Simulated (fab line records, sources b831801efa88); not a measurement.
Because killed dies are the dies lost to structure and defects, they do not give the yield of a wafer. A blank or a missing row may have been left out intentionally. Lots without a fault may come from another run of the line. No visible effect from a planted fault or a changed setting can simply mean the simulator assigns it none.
Which tool is to blame? ; flow sky130 ; Sampling: 10 lots, 30 wafers, 3 of 708 route steps

WHAT THE GAUGES SHOWED, per wafer
SKY_METAL2_RS_MEAS_05: measurement is done with a four-point probe.
lot;measured;on;METAL2_ALCU_RS (ohm/sq)
L867;day 34 20:41;film-metro-04;0.1258 0.1273 0.1262
L870;day 35 18:07;film-metro-01;0.1271 0.1268 0.1278
L872;day 36 03:08;film-metro-04;0.1248 0.1250 0.1244
L873;day 36 09:11;film-metro-04;0.1271 0.1252 0.1273
L876;day 37 05:25;film-metro-02;0.1249 0.1255 0.1260
L877;day 37 13:55;film-metro-04;0.1272 0.1270 0.1255
L878;day 37 21:18;film-metro-04;0.1252 0.1681 0.1259
L883;day 39 02:31;film-metro-04;0.1267 0.1255 0.1259
L884;day 39 07:37;film-metro-02;0.1236 0.1243 0.1239
L890;day 41 05:49;film-metro-04;0.1273 0.1288 0.1282

TOOL THAT RAN EACH LOT (tool first, then ch and the chambers of the sampled wafers, then the start)
lot;SKY_VIA1_ETCH_14;SKY_METAL2_SPUTTER_02
L867;rie-diel-01 ch 0,2,3, day 34 19:13;pvd-sputter-04, day 34 20:35
L870;rie-diel-02 ch 1,2,3, day 35 16:40;pvd-sputter-03, day 35 18:02
L872;rie-diel-02 ch 0,1,3, day 36 01:37;pvd-sputter-04, day 36 03:01
L873;rie-diel-02 ch 0,2,3, day 36 07:43;pvd-sputter-03, day 36 09:05
L876;rie-diel-04 ch 0,1, day 37 03:58;pvd-sputter-04, day 37 05:19
L877;rie-diel-04 ch 0,2,3, day 37 12:28;pvd-sputter-04, day 37 13:50
L878;rie-diel-02 ch 1,2,3, day 37 19:48;pvd-sputter-04, day 37 21:12
L883;rie-diel-01 ch 1,2, day 39 00:40;pvd-sputter-01, day 39 02:24
L884;rie-diel-02 ch 1,3, day 39 06:10;pvd-sputter-03, day 39 07:32
L890;rie-diel-01 ch 0,1,2, day 41 04:22;pvd-sputter-01, day 41 05:43
- SKY_VIA1_ETCH_14: etches BARC in N2/H2, stops on SiO2, time 45.9 s, target depth 60 nm.
- SKY_METAL2_SPUTTER_02: material AlCu, target thk 250 nm, time 13.3 s.

THE ANSWER, worked out from the rows above alone
Rule: usual is defined by the lots themselves. Put in order of their means at a reading, lots are off if they are a third of the lots or fewer, leave a main group of 4 or more, and stand apart from it by a gap of 3 or more times the standard deviation of the main group's means; of several such gaps the widest counts. A main group is skipped when, at the precision printed for the reading in the tables above, its means are all equal. A lot without any number at a reading at which 4 lots or more have one is off too. Where the step has rows for the other lots, those lots are counted as sound.
Off: L878, at SKY_METAL2_RS_MEAS_05 (METAL2_ALCU_RS). Main group: mean 0.1261 ohm/sq, sd 0.0012.
A tool fits if, at a process step before that reading, it ran every lot that is off, and no sound lot after the first of them. Those tools and the gauges at SKY_METAL2_RS_MEAS_05 are tried in the same way. One fits: pvd-sputter-04 at SKY_METAL2_SPUTTER_02. Its last sound lot is L877 (day 37 13:50), its first lot that is off L878 (day 37 21:12): a fault that began between those two fits.

WHAT THE SIMULATOR PUT IN
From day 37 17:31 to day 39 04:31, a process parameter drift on pvd-sputter-04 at SKY_METAL2_SPUTTER_02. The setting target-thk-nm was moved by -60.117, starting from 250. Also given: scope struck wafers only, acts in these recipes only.
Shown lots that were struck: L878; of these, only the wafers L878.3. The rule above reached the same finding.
